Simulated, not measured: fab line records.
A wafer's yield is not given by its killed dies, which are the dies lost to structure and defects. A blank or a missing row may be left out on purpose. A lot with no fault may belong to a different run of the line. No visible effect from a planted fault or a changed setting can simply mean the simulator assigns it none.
Which tool is to blame? ; flow sky130 ; 12 lots, 36 wafers sampled, at 4 steps of a route of 708

WHAT THE GAUGES READ, wafer by wafer
SKY_VT_ADJUST_LVTN_TW_MEAS_21. Usual: VT_ADJUST_LVTN_2_TW 189.0, standard deviation 1.4.
lot;measured;on;VT_ADJUST_LVTN_2_TW;flag
L201;day 7 18:11;filmMetro-03;190.4 191.6 190.2;
L204;day 8 13:25;filmMetro-04;190.6 189.5 190.7;
L205;day 8 23:58;filmMetro-04;189.4 190.9 190.6;
L206;day 9 02:50;filmMetro-04;191.0 191.6 191.6;
L207;day 9 09:08;filmMetro-04;190.6 189.8 191.0;
L208;day 9 17:28;filmMetro-01;188.5 188.7 188.7;
L210;day 10 09:55;filmMetro-03;191.0 189.6 191.0;
L211;day 10 19:23;filmMetro-01;187.2 187.4 187.6;
L220;day 13 03:39;filmMetro-01;189.4 188.5 189.6;
L222;day 13 16:32;filmMetro-01;189.5 189.6 189.5;
L223;day 13 22:11;filmMetro-01;188.4 189.5 188.6;
L224;day 14 15:13;filmMetro-03;188.9 188.8 189.6;

SKY_VT_ADJUST_PCH_TW_MEAS_10. Usual: VT_ADJUST_PCH_TW 143.1, standard deviation 0.97.
lot;measured;on;VT_ADJUST_PCH_TW;flag
L201;day 10 11:50;filmMetro-03;144.9 144.3 145.2;
L204;day 11 09:16;filmMetro-02;143.3 144.1 143.4;
L205;day 11 19:07;filmMetro-03;144.8 143.7 144.2;
L206;day 11 22:43;filmMetro-02;143.4 143.7 143.8;
L207;day 12 10:52;filmMetro-02;144.2 143.5 143.8;
L208;day 12 16:23;filmMetro-01;141.2 141.7 141.2;
L210;day 13 08:58;filmMetro-03;142.5 143.3 143.2;
L211;day 13 21:35;filmMetro-01;143.3 143.8 144.2;
L220;day 16 13:26;filmMetro-01;141.1 141.3 141.4;
L222;day 17 03:53;filmMetro-03;143.6 144.0 143.1;
L223;day 17 09:35;filmMetro-02;144.0 142.8 142.8;
L224;day 18 03:49;filmMetro-02;143.4 143.8 144.3;

SKY_POLY_GATE_THK_MEAS_01. Usual: POLY_GATE_CVD_00_THK 179.8 nm, standard deviation 1.9.
lot;measured;on;POLY_GATE_CVD_00_THK (nm);flag
L201;day 14 00:58;filmMetro-03;179.2 178.3 178.0;
L204;day 14 22:59;filmMetro-02;180.7 180.3 180.2;
L205;day 15 10:23;filmMetro-02;175.7 176.3 176.4;
L206;day 15 15:33;filmMetro-02;180.1 182.0 180.8;
L207;day 16 05:37;filmMetro-01;176.4 176.1 177.7;
L208;day 16 10:10;filmMetro-03;180.7 181.4 179.5;
L210;day 17 09:50;filmMetro-01;292.1 292.1 292.2;OFF
L211;day 18 00:28;filmMetro-03;292.7 293.4 293.6;OFF
L220;day 21 00:13;filmMetro-03;181.0 179.4 182.3;
L222;day 21 15:28;filmMetro-01;183.5 183.7 182.7;
L223;day 21 19:36;filmMetro-01;181.2 179.8 178.8;
L224;day 22 12:13;filmMetro-02;181.3 182.3 183.0;

EACH LOT AND THE TOOL THAT RAN IT (in order: tool; ch and the chambers of the sampled wafers; start)
lot;SKY_POLY_GATE_CVD_00
L201;lpcvd-01 ch 1, day 13 23:45
L204;lpcvd-01 ch 0, day 14 21:47
L205;lpcvd-01 ch 0, day 15 09:11
L206;lpcvd-01 ch 0, day 15 13:45
L207;lpcvd-01 ch 0, day 16 04:25
L208;lpcvd-01 ch 0, day 16 08:58
L210;lpcvd-01 ch 0, day 17 08:38
L211;lpcvd-01 ch 1, day 17 23:15
L220;lpcvd-01 ch 1, day 20 23:00
L222;lpcvd-01 ch 1, day 21 14:16
L223;lpcvd-01 ch 0, day 21 18:23
L224;lpcvd-01 ch 0, day 22 11:01
- SKY_POLY_GATE_CVD_00: deposits poly-Si, target thk 180 nm, time 720 s.

AS READ BY THE TOOLS THEMSELVES (means over the sampled wafers that have a number; for cases with no such wafer, the mark the record gives instead)
SKY_POLY_GATE_CVD_00. Usual: spikeTcBottomC 642.8 C, standard deviation 2.1; spikeTcTopC 634.0 C, standard deviation 1.1.
lot;tool;spikeTcBottomC (C);spikeTcTopC (C);flag
L201;lpcvd-01;640.0;635.2;
L204;lpcvd-01;644.4;633.3;
L205;lpcvd-01;643.7;633.7;
L206;lpcvd-01;644.2;633.9;
L207;lpcvd-01;643.1;633.4;
L208;lpcvd-01;643.7;633.8;
L210;lpcvd-01;644.3;633.0;
L211;lpcvd-01;640.4;635.2;
L220;lpcvd-01;640.2;634.3;
L222;lpcvd-01;639.6;634.8;
L223;lpcvd-01;644.4;633.2;
L224;lpcvd-01;643.9;633.3;

THE ANSWER, worked out from the rows above alone
Rule: a lot is off if the mean of its wafers that have a number lies more than 3 standard deviations from the usual mean. A lot without any number at a reading at which 4 lots or more have one is off too. The other lots that the step has rows for count as sound. Order of review: gauges by route order, followed by the tools' own readings, for which a lot's mean as printed above is used. The first step at which some lot is off is used, and at that step the reading that is off furthest; a lot without a number counts as furthest.
Off: L210, L211, seen at SKY_POLY_GATE_THK_MEAS_01 (POLY_GATE_CVD_00_THK).
If a tool, at a process step before that reading, ran all the lots that are off and no sound lot after the first of them, it fits. Gauges at SKY_POLY_GATE_THK_MEAS_01: tried the same way as those tools. Not one of the candidates tried fits.

WHAT THE SIMULATOR PUT IN
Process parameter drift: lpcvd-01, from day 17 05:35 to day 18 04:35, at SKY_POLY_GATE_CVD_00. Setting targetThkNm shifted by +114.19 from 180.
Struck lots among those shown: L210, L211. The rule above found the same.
